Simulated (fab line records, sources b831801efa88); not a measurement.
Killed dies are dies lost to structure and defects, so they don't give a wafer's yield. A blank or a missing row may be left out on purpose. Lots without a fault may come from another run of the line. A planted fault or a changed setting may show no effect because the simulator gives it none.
Which tool did it? | flow sky130 | 14 lots, 42 wafers sampled, at 4 steps of a route of 708

WHAT THE GAUGES READ, wafer by wafer
SKY_LOCAL_INTERCONNECT_OVL_MEAS_12.
lot  | measured     | on         | LOCAL_INTERCONNECT_OVL (nm)
L593 | day 30 05:06 | overlay-01 | 0 -1 3
L594 | day 31 02:03 | overlay-01 | -4 1 -7
L595 | day 31 13:37 | overlay-01 | 0 -1 -1
L597 | day 31 23:24 | overlay-01 | 3 0 5
L598 | day 32 08:21 | overlay-02 | -4 -1 -12
L600 | day 33 01:12 | overlay-02 | 0 -5 -6
L604 | day 34 03:29 | overlay-02 | 4 0 7
L603 | day 34 05:16 | overlay-01 | -3 -7 -8
L605 | day 34 14:11 | overlay-02 | 3 1 3
L606 | day 34 18:51 | overlay-01 | -3 0 -4
L607 | day 35 07:53 | overlay-02 | 6 5 5
L608 | day 35 21:31 | overlay-01 | -1 -4 -4
L610 | day 36 01:19 | overlay-01 | 1 -2 5
L613 | day 36 22:08 | overlay-02 | 0 2 0

SKY_METAL1_OVL_MEAS_16.
lot  | measured     | on         | METAL1_OVL (nm)
L593 | day 32 15:18 | overlay-01 | 5 13 0
L594 | day 33 12:35 | overlay-01 | 4 -1 -2
L595 | day 33 23:04 | overlay-01 | -2 -5 -6
L597 | day 34 08:06 | overlay-01 | 4 2 7
L598 | day 34 16:06 | overlay-01 | 6 0 1
L600 | day 35 09:20 | overlay-02 | 2 7 2
L604 | day 36 09:49 | overlay-01 | 1 -2 -2
L603 | day 36 12:27 | overlay-02 | 0 1 4
L605 | day 36 21:48 | overlay-02 | -3 11 1
L606 | day 37 02:44 | overlay-02 | -6 -1 0
L607 | day 37 14:43 | overlay-02 | -10 1 -2
L608 | day 38 04:19 | overlay-01 | 4 8 0
L610 | day 38 07:09 | overlay-02 | 7 0 -9
L613 | day 39 03:39 | overlay-01 | 1 2 5

WHICH TOOL RAN EACH LOT (tool, then ch and the chambers of the sampled wafers, then the start)
lot  | SKY_LI_CONTACT_CMP_24         | SKY_CONTACT_CMP_27
L593 | cmp-02 ch 0,2,3, day 29 00:47 | cmp-01 ch 0,2,3, day 31 11:23
L594 | cmp-02 ch 0,1, day 29 21:27   | cmp-01 ch 1,2,3, day 32 08:31
L595 | cmp-02 ch 1,2, day 30 09:34   | cmp-01 ch 1,3, day 32 19:27
L597 | cmp-01 ch 2,3, day 30 19:24   | cmp-02 ch 0,2, day 33 04:39
L598 | cmp-02 ch 0,1, day 31 04:17   | cmp-01 ch 0,1,2, day 33 13:49
L600 | cmp-02 ch 0,2,3, day 31 21:11 | cmp-02 ch 0,2,3, day 34 06:45
L604 | cmp-02 ch 1,2, day 33 01:17   | cmp-02 ch 0,1,2, day 35 07:59
L603 | cmp-01 ch 2,3, day 33 02:28   | cmp-02 ch 0,1, day 35 10:00
L605 | cmp-02 ch 0,2, day 33 10:47   | cmp-01 ch 1,3, day 35 19:45
L606 | cmp-01 ch 0,2,3, day 33 16:21 | cmp-02 ch 0,1,2, day 36 00:23
L607 | cmp-02 ch 1,2,3, day 34 05:48 | cmp-01 ch 0,2, day 36 12:39
L608 | cmp-02 ch 0,1,3, day 34 19:03 | cmp-02 ch 0,1,3, day 37 02:12
L610 | cmp-02 ch 2,3, day 34 22:57   | cmp-02 ch 2,3, day 37 05:13
L613 | cmp-02 ch 0,3, day 35 20:13   | cmp-01 ch 0,1, day 38 02:02
- SKY_LI_CONTACT_CMP_24: polishes, stops on PSG, t overpolish 20 s, target thk 0 nm.
- SKY_CONTACT_CMP_27: polishes, stops on SiO2, t overpolish 15 s, target thk 0 nm.

WHAT THE TOOLS THEMSELVES READ (means of the sampled wafers that have a number; where no wafer has one, the mark that the record gives instead)
SKY_LI_CONTACT_CMP_24.
lot  | tool   | motor_current_A (A) | overpolish_run_s (s) | time_to_endpoint_s (s)
L593 | cmp-02 | 11.0                | 19.993               | 95
L594 | cmp-02 | 10.3                | 19.997               | 89
L595 | cmp-02 | 11.5                | 20.001               | 91
L597 | cmp-01 | 11.8                | 19.997               | 96
L598 | cmp-02 | 10.5                | 20.001               | 92
L600 | cmp-02 | 10.8                | 20.003               | 95
L604 | cmp-02 | 11.3                | 20.001               | 95
L603 | cmp-01 | 12.1                | 20.006               | 93
L605 | cmp-02 | 11.1                | 19.992               | 92
L606 | cmp-01 | 11.2                | 19.996               | 94
L607 | cmp-02 | 11.5                | 19.998               | 94
L608 | cmp-02 | 10.4                | 20.002               | 92
L610 | cmp-02 | 11.6                | 19.998               | 94
L613 | cmp-02 | 10.5                | 20.001               | 95

SKY_CONTACT_CMP_27.
lot  | tool   | motor_current_A (A) | overpolish_run_s (s) | time_to_endpoint_s (s)
L593 | cmp-01 | 11.5                | 15.008               | 80
L594 | cmp-01 | 11.6                | 14.998               | 81
L595 | cmp-01 | 12.3                | 14.995               | 86
L597 | cmp-02 | 11.4                | 15.003               | 83
L598 | cmp-01 | 11.4                | 14.999               | 84
L600 | cmp-02 | 11.2                | 14.995               | 81
L604 | cmp-02 | 10.7                | 15.002               | 79
L603 | cmp-02 | 10.2                | 15.003               | 75
L605 | cmp-01 | 12.7                | 15.008               | 77
L606 | cmp-02 | 10.7                | 15.002               | 79
L607 | cmp-01 | 10.8                | 14.995               | 82
L608 | cmp-02 | 10.3                | 15.004               | 44
L610 | cmp-02 | 11.5                | 14.993               | 47
L613 | cmp-01 | 12.2                | 14.996               | 84

THE ANSWER, worked out from the rows above alone
Rule: what is usual is taken from the lots themselves. Put in order of their means at a reading, lots are off if they are a third of the lots or fewer, leave a main group of 4 or more, and stand apart from it by a gap of 3 or more times the standard deviation of the main group's means; of several such gaps the widest counts. A main group whose means are all the same, to the digits that the tables above print for the reading, isn't used. A lot without any number at a reading at which 4 lots or more have one is off too. The other lots that the step has rows for count as sound. The gauges are gone through in route order, then the tools' own readings, and for those a lot's mean is taken as printed above. The first step at which some lot is off is used, and at that step the reading that is off furthest; a lot without a number counts as furthest.
Off: L608, L610, at SKY_CONTACT_CMP_27 (time_to_endpoint_s). The main group: mean 81 s, standard deviation 3.
A tool fits if, at that step or a process step before it, it ran every lot that is off, and no sound lot after the first of them. One fits: cmp-02 at SKY_CONTACT_CMP_27. Its last sound lot is L606 (day 36 00:23), its first lot that is off L608 (day 37 02:12): a fault that began between those two fits.
The tool's own readings at SKY_CONTACT_CMP_27 bear it out: on the lots that are off they differ by more than 5 times the standard deviation of the sound lots' means. time_to_endpoint_s reads 46 s there against 81 s on the sound lots.

WHAT THE SIMULATOR HAD PUT IN
Process parameter drift: cmp-02, from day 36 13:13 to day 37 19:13, at SKY_CONTACT_CMP_27. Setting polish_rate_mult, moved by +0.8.
Lots struck among those shown: L608, L610. The rule above found the same.
